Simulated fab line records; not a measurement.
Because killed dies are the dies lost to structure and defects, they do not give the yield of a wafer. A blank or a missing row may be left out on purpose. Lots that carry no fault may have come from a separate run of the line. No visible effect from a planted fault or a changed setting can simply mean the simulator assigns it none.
Comparing a struck lot with a sound one || flow sky130 || 15 out of 708 route steps
Sound: wafers L238.2, L238.4, L238.5. Struck: wafer L236.6 (left out: L236.3, L236.5 of the same lot, which were not struck); the cause appears at the end.
At each step with rows: each side's tool, then ch and its chambers, then its first start. Under that, the readings that differ: sound wafers || struck wafers || difference of the means || sigmas: that difference in standard deviations of wafers without a fault.
alike: same words and numbers on both sides, and readings whose means sit less than 2 such deviations apart. not compared: any withheld reading, any reading some wafer has no value for, any bound like >300 that may hide the same value, and any number with overlapping values for which the record gives no deviation.
Wherever a step has rows on one side only, a row that says differs or no value, or a row with sigmas, the two part there. Numbers that have no deviation but don't overlap get no sigmas and don't part them. Lack of a reading on every wafer of one side parts them only where that side has two or more wafers.

SKY_VIA3_CD_MEAS_12 targets a cd of 200 nm.
  sound on cdSem-01 at day 44 11:22; struck on cdSem-02 at day 43 13:43
  alike: cdNm
SKY_VIA3_OVL_MEAS_13:
  sound on overlay-02 at day 44 11:28; struck on overlay-01 at day 43 13:49
  alike: VIA3_OVL
SKY_VIA3_ETCH_14: etches BARC in N2/H2, stops on SiO2, time 45.9 s, target depth 60 nm.
  sound on rieDiel-03 ch 0,1,3, day 44 11:30; struck on rieDiel-01 ch 3, day 43 13:50
  alike: drypumpMotorCurrentA, oesProductAu, throttleValvePct
  not compared: rfHoursCounterH
then, 1 step without rows for these wafers: SKY_VIA3_ETCH_15 (etches SiO2 in C4F8/O2/Ar, stops on TiN, target depth 507 nm, time 78 s).
SKY_VIA3_STRIP_16: strips in O2/N2.
  sound on plasmaAsher-01 ch 0,1, day 44 11:36; struck on plasmaAsher-02 ch 1, day 43 13:58
{"reading": "stripTimeToEndpointS (s)", "sound": "4.20 4.13 4.20", "struck": 4.10, "difference": -0.08, "sigmas": -2}
  alike: drypumpMotorCurrentA, oesProductAu
  not compared: rfHoursCounterH
then, 3 steps without rows for these wafers: SKY_VIA3_STRIP_17 (strips in post etch residue remover, time 1200 s); SKY_VIA3_CLEAN_18 (cleans in IPA, time 180 s); SKY_VIA3_CLEAN_19 (cleans in O3/DIW).
SKY_VIA3_SPUTTER_20: material TiN, target thk 20 nm, time 80 s.
  sound on pvdSputter-02 at day 44 12:17; struck on pvdSputter-01 at day 43 14:37
  alike: throttleValvePct
SKY_VIA3_CVD_21: deposits W, target thk 390 nm, time 117.31 s.
  sound on cvdW-02 ch 0, day 44 12:20; struck on cvdW-01 ch 0, day 43 14:43
  alike: heaterPowerW
SKY_VIA3_RS_MEAS_22: a four-point-probe measurement.
  sound on filmMetro-02 at day 44 12:29; struck on filmMetro-04 at day 43 14:50
  alike: VIA3_W_RS
SKY_VIA3_THK_MEAS_23: measures by xrf.
  sound on filmMetro-02 at day 44 12:35; struck on filmMetro-04 at day 43 14:56
  alike: VIA3_W_THK
SKY_VIA3_CMP_24: polishes, stops on SiO2, t overpolish 20 s, target thk 0 nm.
  sound on cmp-02 ch 0,3, day 44 12:55; struck on cmp-01 ch 1, day 43 15:02
{"reading": "overpolishRunS (s)", "sound": "20.012 19.998 20.003", "struck": 22.127, "difference": "+2.123", "sigmas": "+99 or more"}
{"reading": "tOverpolishS (s)", "sound": "20 20 20", "struck": 22.124, "difference": "+2.124", "sigmas": ""}
{"reading": "timeToEndpointS (s)", "sound": "95 90 90", "struck": 102, "difference": "+10", "sigmas": "+2"}
  alike: motorCurrentA
SKY_METAL4_SPUTTER_00: material Ti, target thk 15 nm, time 10 s.
  sound on pvdSputter-04 at day 44 13:10; struck on pvdSputter-02 at day 43 15:17
{"reading": "throttleValvePct (%)", "sound": "31.5 30.5 31.4", "struck": 28.5, "difference": -2.6, "sigmas": -2}
-- the record jumps here: 6 days lie between the struck wafers' starts before and after (it left off in module METAL4 and takes up again in module PAD_OPEN, whose first step shown is number 708 of the route) --
SKY_PAD_OPEN_PROBE_99:
  sound on prober-02 at day 49 20:32; struck on prober-01 at day 49 03:25
{"reading": "killed_at_M0_to_M3", "sound": "36 42 37", "struck": 50, "difference": "+12", "sigmas": "+2"}
{"reading": "sort_bin_3_pad_short (%)", "sound": "0.6 0.4 1.0", "struck": 1.6, "difference": "+0.9", "sigmas": "+2"}
  alike: defectLimitedYield, killed_at_M4_up, killedAtContacts, killedAtFrontEnd, killedAtOther, killedDies, killedOpen, killedShort, sort_bin_5_function, sort_bin_6_memory, sortNPass, sortYieldPct

== WHERE THEY PART ==
At SKY_VIA3_STRIP_16 first; at SKY_PAD_OPEN_PROBE_99 last (within this record only).

WHY: whatever the simulator had introduced
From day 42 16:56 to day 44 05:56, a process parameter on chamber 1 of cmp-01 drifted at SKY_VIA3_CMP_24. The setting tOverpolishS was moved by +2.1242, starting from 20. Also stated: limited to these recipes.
